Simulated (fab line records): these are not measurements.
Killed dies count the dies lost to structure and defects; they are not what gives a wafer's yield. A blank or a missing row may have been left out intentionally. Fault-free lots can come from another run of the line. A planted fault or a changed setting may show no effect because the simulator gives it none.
A struck lot beside a sound one | flow sfq line | 18 steps out of a route of 325
Sound: wafers L688.3, L688.4, L688.5. Struck: wafer L694.5; the same lot's L694.4 was not struck, so it is left out; see the end for the cause.
Each step with rows lists, per side, the tool, then ch with its chambers, then its first start. Under that, the readings that differ: sound wafers | struck wafers | difference of the means | sigmas: that difference in standard deviations of wafers without a fault.
alike: readings with means less than 2 such deviations apart, plus words and numbers identical on both sides. not compared: withheld readings, readings lacking a value on some wafer, bounds such as >300 that could conceal the same value, and numbers that have no deviation in the record and whose values overlap.
Wherever a step has rows on one side only, a row that says differs or no value, or a row with sigmas, the two part there. Non-overlapping numbers with no deviation appear without sigmas and do not part them. A reading that every wafer of one side lacks parts them only if that side has two wafers or more.

SFQ_TRILAYER_A5B_DEP_PECVD_129: deposits SiO2 from SiH4/N2O, time 133.33 s, target thk 600 nm.
  sound on pecvd-01 ch 0,1,2, day 61 08:19; struck on pecvd-04 ch 2, day 64 01:41
  alike: heater power outer w, heater power w, throttle valve pct
then, 2 steps without rows for these wafers: SFQ_TRILAYER_A5B_CMP_CMP_130 (polishes, stops on Nb, target thk 340.7 nm); SFQ_TRILAYER_A5B_METRO_MEASURE_131.
SFQ_TRILAYER_R5_DEP_SPUTTER_132: material Ti, target thk 5 nm, time 5 s.
  struck on pvd sputter-06, day 64 09:46; sound on pvd sputter-04, day 61 21:46
  alike: throttle valve pct
SFQ_TRILAYER_R5_DEP_SPUTTER_133: material MoNx, target thk 40 nm, time 66.7 s.
  struck on pvd sputter-06, day 64 09:47; sound on pvd sputter-04, day 61 21:47
  alike: throttle valve pct
SFQ_TRILAYER_R5_DEP_SPUTTER_134: material Ti, target thk 5 nm, time 5 s.
  struck on pvd sputter-06, day 64 09:50; sound on pvd sputter-04, day 61 21:50
  alike: throttle valve pct
SFQ_R5_RS_MEAS_933: a four-point-probe measurement.
  struck on film metro-02, day 64 09:55; sound on film metro-02, day 61 21:53
  alike: R5_MONX_RS
SFQ_R5_THK_MEAS_934: measures by xrf.
  struck on film metro-02, day 64 10:00; sound on film metro-02, day 61 21:59
  alike: R5_MONX_THK
then, 4 steps without rows for these wafers: SFQ_TRILAYER_R5_LITHO_COAT_141 (resist thk 62 nm); SFQ_TRILAYER_R5_LITHO_COAT_136 (resist thk 600 nm); SFQ_TRILAYER_R5_LITHO_SOFTBAKE_140; SFQ_TRILAYER_R5_LITHO_EXPOSE_137 (exposes mask R5, target cd 500 nm).
SFQ_TRILAYER_R5_LITHO_PEB_139: peb time 60 s.
  sound on litho track-04 ch 0, day 62 15:12; struck on litho track-04 ch 0, day 64 22:11
  alike: plate temp C
then, 1 step without rows for these wafers: SFQ_TRILAYER_R5_LITHO_DEVELOP_138 (time 60 s).
SFQ_R5_OVL_MEAS_935:
  struck on overlay-02, day 64 22:26; sound on overlay-02, day 62 15:28
  alike: R5_OVL
SFQ_TRILAYER_R5_BARC_OPEN_METAL_ETCH_177: etches BARC in O2, target depth 125 nm, time 41.7 s.
  sound on rie metal-01 ch 0,1, day 62 15:30; struck on rie metal-02 ch 1, day 64 22:28
  reading                        | sound                | struck | difference | sigmas
  chamber pressure mTorr (mTorr) | 10.003 10.015 10.007 | 9.984  | -0.024     | -3
  model.R5.cd nm (nm)            | 500.6 498.9 497.9    | 444    | -55        |
  alike: drypump motor current A, he backside leak sccm, oes product au
  not compared: rf hours counter h
SFQ_TRILAYER_R5_ETCH_METAL_ETCH_139: etches the open film in Cl2, stops on SiO2, target depth 60 nm, time 40 s.
  sound on rie metal-01 ch 0,1, day 62 15:34; struck on rie metal-02 ch 1, day 64 22:31
  reading             | sound             | struck | difference | sigmas
  model.R5.cd nm (nm) | 501.1 499.2 497.9 | 444.1  | -55.3      |
  alike: chamber pressure mTorr, drypump motor current A, he backside leak sccm, oes product au
  not compared: rf hours counter h
SFQ_TRILAYER_R5_STRIP_STRIP_140: strips in O2.
  sound on rie metal-01 ch 0,1, day 62 15:48; struck on rie metal-02 ch 1, day 64 22:46
  reading               | sound             | struck | difference | sigmas
  oes product au (a.u.) | 0.975 0.975 0.964 | 0.996  | +0.025     | +2
  alike: chamber pressure mTorr, drypump motor current A, he backside leak sccm
  not compared: rf hours counter h

## WHERE THEY PART
Earliest at SFQ_TRILAYER_R5_BARC_OPEN_METAL_ETCH_177; latest, in this record, at SFQ_TRILAYER_R5_STRIP_STRIP_140.

WHY: whatever the simulator had introduced
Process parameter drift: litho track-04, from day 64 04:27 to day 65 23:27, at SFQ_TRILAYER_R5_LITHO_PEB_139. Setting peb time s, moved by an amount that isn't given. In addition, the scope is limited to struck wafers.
